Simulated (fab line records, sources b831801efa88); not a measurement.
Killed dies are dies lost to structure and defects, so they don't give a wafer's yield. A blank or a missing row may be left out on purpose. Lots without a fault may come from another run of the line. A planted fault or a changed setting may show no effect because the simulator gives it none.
Problem report in the 8D (eight disciplines) form, filled by code | flow sky130 | the parts of the form that need people (team, actions taken, sign-off) are left out

1. THE PROBLEM
heater_power_total_W at SKY_VT_ADJUST_LVTN_SOFTBAKE_14 reads a mean of 53.14 W on 6 wafers of 2 lots; wafers without a fault read 56.59 W with a standard deviation of 0.049. That is -70 standard deviations from the usual mean.
The step: time 60 s.
First seen on wafer L159.1, day 11 15:32, on litho_track-03. The record holds 33 wafers of 11 lots with a number at this step. Rule for "out", or "out of limits": more than 4 standard deviations from the usual mean. The other wafers with a number count as sound.

2. WHAT IT IS AND WHAT IT IS NOT
question                    | is                                 | is not
which readings at this step | heater_power_total_W, plate_temp_C | exhaust_pa
which lots                  | L159, L161                         | L146, L148, L151, L152, L158, L165, L166, L167, L168
which wafers of those lots  | all that have a number             | -
read on which tools         | litho_track-03                     | litho_track-01, litho_track-02
when                        | from day 11 15:32                  | up to then (15 sound wafers); but 12 sound wafers of L165, L166, L167, L168 came after

3. SUSPECTS, AND WHAT RULES EACH OUT
Counting: a tool at a process step up to the reading stays a suspect if it ran every lot that is out and no sound lot after the first of them.
- rie_diel-03 at SKY_FIELD_ISO_ETCH_14 (etches BARC in N2/H2, stops on SiO2, time 45.9 s, target depth 60 nm): ruled out as a lasting fault. Sound lots L168 ran on it after its first lot that is out, L159 (day 5 07:13).
- litho_track-03 at SKY_VT_ADJUST_LVTN_SOFTBAKE_14 (time 60 s): kept. It ran every lot that is out, first L159 (day 11 15:32), and no sound lot after that; its last sound lot up to then is L158 (day 11 12:13). Its own readings are out on those wafers: heater_power_total_W, plate_temp_C.
Left after counting: litho_track-03 at SKY_VT_ADJUST_LVTN_SOFTBAKE_14.

4. THE CAUSE (what the simulator had put in)
Process parameter drift: litho_track-03, from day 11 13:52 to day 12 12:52, at SKY_VT_ADJUST_LVTN_SOFTBAKE_14. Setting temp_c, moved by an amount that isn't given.
Counting left only this tool.

5. THE CHAIN OF EFFECTS, in route order
Each row: a reading whose mean over the struck wafers that have a number lies more than 3 standard deviations from the usual. Only readings for which the record gives a usual standard deviation are gone through. hours: the time from each lot's start at the first step in this table that gives one to its start at this step, as a median over the lots. sigmas: the change in usual standard deviations.
hours | step                           | reading              | usual   | on struck wafers | change | sigmas
0     | SKY_VT_ADJUST_LVTN_SOFTBAKE_14 | heater_power_total_W | 56.59 W | 53.14            | -3.45  | -70
0     | SKY_VT_ADJUST_LVTN_SOFTBAKE_14 | plate_temp_C         | 90.02 C | 86.17            | -3.85  | -32
The process steps in it:
- SKY_VT_ADJUST_LVTN_SOFTBAKE_14: time 60 s.

6. WHAT WOULD HAVE CAUGHT IT SOONER
In this record the first reading out of limits was taken at day 11 15:32, 2 hours after the fault began at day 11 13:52.
